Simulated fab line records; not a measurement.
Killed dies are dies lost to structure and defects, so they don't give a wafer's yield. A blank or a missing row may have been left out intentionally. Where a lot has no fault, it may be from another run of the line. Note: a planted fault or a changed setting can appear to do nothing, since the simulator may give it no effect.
fab line records    flow sfq-line
[record] lots = 14  wafers = 42  last-day = 91
route steps=325 shown M0@40
lots with no fault: from the same line, run without faults
start-h: start of the lot's first displayed wafer, in hours after the record's first day    wait-h: hours since the lot's step before    " as in the row above    L1.1+2: several wafers, shown together as one row    - value missing, or start not given    * or withheld: withheld    < > ~ a bound
route shown NAME@n: NAME is a module with steps in the file, n the number in the route of the first one    usual: mean and standard deviation over wafers with no fault    same: alike in all rows    chamber/n: place in a boat    sites: per-site readings    _std_site: the values' standard deviation    _edge_site: outer sites' mean less inner sites'    radius-mm: for every site, how far away it sits from the centre of the wafer    mask NAME#n: copy n    behind: the most recent tool/chamber to have shaped the wafer    hold: why the lot went on hold/how many hours it stayed there/how the hold came to an end    device: transistor that didn't switch, given as n, p or np    end of line: the tests these same wafers got at the end of their route    for a step that has no rows: nothing shown but its recipe    killed: dies lost to structure and defects at the first sort, not the wafer's yield    map: shows each die of a wafer: x if killed, . if not, _ if none is there
set.NAME: the setting the step ran with; set.NAME@STEP: the setting that earlier step ran with    model.NAME: the simulator's own value behind a step, which no gauge read
one table for each step of the route and one row for each wafer, over a sample of lots
services: when a tool's chamber went out of use (start-h, in hours from the record's first day, below 0 if earlier), for how many hours, and the reason
[[steps]]
[step SFQ_TRILAYER_M0_ETCH_METAL_ETCH_024]
[recipe] target = Nb  stop-on = SiO2  mask-material = PR  chemistry = Cl2/Ar  target-depth-nm = 240  icp-w = 600  bias-w = 80  pressure-mtorr = 10  time-s = 120
[usual] drypump-motor-current-A = 5.9/0.41  oes-product-au = 0.896/0.0067  run-length-s = 148.5/0.56
lot.wafer  tool          chamber  start-h  wait-h  drypump-motor-current-A  oes-product-au  rf-hours-counter-h  run-length-s
L401.3     rie-metal-04  0        258.43   0.1     5.1                      0.906           -                   148.8
L401.4     "             0        "        "       5.0                      0.907           -                   148.7
L401.6     "             0        "        "       5.1                      0.900           -                   148.9
L402.2     rie-metal-01  1        262.96   0.0     5.9                      0.908           73                  147.5
L402.3     "             1        "        "       5.9                      0.904           -                   147.3
L402.5     "             0        "        "       6.4                      0.906           -                   148.8
L403.1     rie-metal-03  1        264.16   0.0     6.0                      0.891           0                   148.7
L403.3     "             0        "        "       6.1                      0.887           -                   149.2
L403.4     "             1        "        "       6.0                      0.885           -                   148.7
L406.1     rie-metal-03  0        272.56   0.0     6.1                      0.905           57                  148.7
L406.3     "             1        "        "       6.0                      0.896           -                   148.5
L406.4     "             0        "        "       6.1                      0.898           -                   148.8
L408.4     rie-metal-04  0        276.34   0.2     5.1                      0.892           -                   148.6
L408.5     "             0        "        "       5.1                      0.884           -                   148.6
L408.6     "             0        "        "       5.1                      0.895           -                   148.8
L410.2     rie-metal-01  1        332.70   0.0     5.9                      0.892           83                  148.3
L410.3     "             0        "        "       6.4                      0.892           -                   148.5
L410.6     "             1        "        "       6.0                      0.895           -                   147.5
L413.2     rie-metal-03  1        367.40   0.0     6.0                      0.902           13                  148.5
L413.3     "             0        "        "       6.1                      0.903           -                   148.9
L413.6     "             0        "        "       6.1                      0.899           -                   148.9
L414.2     rie-metal-03  0        375.80   0.0     6.1                      0.895           70                  149.1
L414.3     "             0        "        "       6.1                      0.900           -                   149.0
L414.6     "             1        "        "       6.0                      0.902           -                   148.6
L416.3     rie-metal-03  0        402.24   0.1     6.1                      0.868           -                   154.0
L416.5     "             1        "        "       6.0                      0.897           -                   148.8
L416.6     "             0        "        "       6.1                      0.866           -                   154.4
L417.1     rie-metal-03  0        411.80   0.0     6.1                      0.879           73                  154.0
L417.2     "             1        "        "       6.0                      0.896           18                  148.5
L417.6     "             0        "        "       6.1                      0.871           -                   154.1
L421.1     rie-metal-01  0        429.43   0.0     6.4                      0.893           4                   148.8
L421.5     "             1        "        "       5.9                      0.888           -                   147.4
L421.6     "             0        "        "       6.4                      0.891           -                   148.8
L422.1     rie-metal-01  1        436.69   0.1     5.9                      0.899           98                  147.5
L422.2     "             1        "        "       5.9                      0.892           -                   147.9
L422.6     "             1        "        "       5.9                      0.887           -                   147.7
L423.1     rie-metal-01  1        448.69   0.1     5.9                      0.898           100                 147.4
L423.2     "             1        "        "       5.9                      0.898           -                   147.9
L423.3     "             1        "        "       5.9                      0.893           -                   147.3
L424.1     rie-metal-01  1        458.41   0.1     5.9                      0.908           103                 147.5
L424.3     "             1        "        "       5.9                      0.903           -                   147.3
L424.5     "             1        "        "       5.9                      0.909           -                   147.5
[[services]]
tool          chamber  start-h  hours  kind
rie-metal-04  1        239.92   8.4    repair
rie-metal-03  1        242.25   -      clean
rie-metal-03  1        242.25   17.2   scheduled-down
rie-metal-03  1        242.25   17.2   vent-cycle
rie-metal-04  -        253.39   2.8    pm
rie-metal-04  1        257.16   -      clean
rie-metal-04  1        257.16   23.4   scheduled-down
rie-metal-04  1        257.16   23.4   vent-cycle
rie-metal-01  -        287.48   1.2    repair
rie-metal-03  -        330.30   10.0   pm
rie-metal-01  -        344.68   1.2    repair
rie-metal-01  -        364.77   14.6   pm
rie-metal-01  0        379.37   -      clean
rie-metal-01  0        379.37   18.8   scheduled-down
rie-metal-01  0        379.37   18.8   vent-cycle
rie-metal-01  0        436.33   35.0   repair
rie-metal-04  -        448.85   15.6   pm
[[key]]
[first-sign] step = SFQ_TRILAYER_M0_ETCH_METAL_ETCH_024  reading = run-length-s  direction = up  sigmas = 10  usual = *  struck = *
[effect] step = SFQ_TRILAYER_M0_ETCH_METAL_ETCH_024  reading = oes-product-au  direction = down  sigmas = 3.7  usual = 0.896  struck = 0.871
met-at SFQ_TRILAYER_M0_ETCH_METAL_ETCH_024
struck-lots L416,L417
struck-wafers L416.3,L416.6,L417.1,L417.6
onset-between 375.80 402.24
[fault] kind = process-parameter-drift  tool = rie-metal-03  chamber = 0  onset-h = 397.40  steps = SFQ_TRILAYER_M0_ETCH_METAL_ETCH_024  channel = time-s  offset = *  shape = step  end-h = 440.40  acts-in = *  stated = *
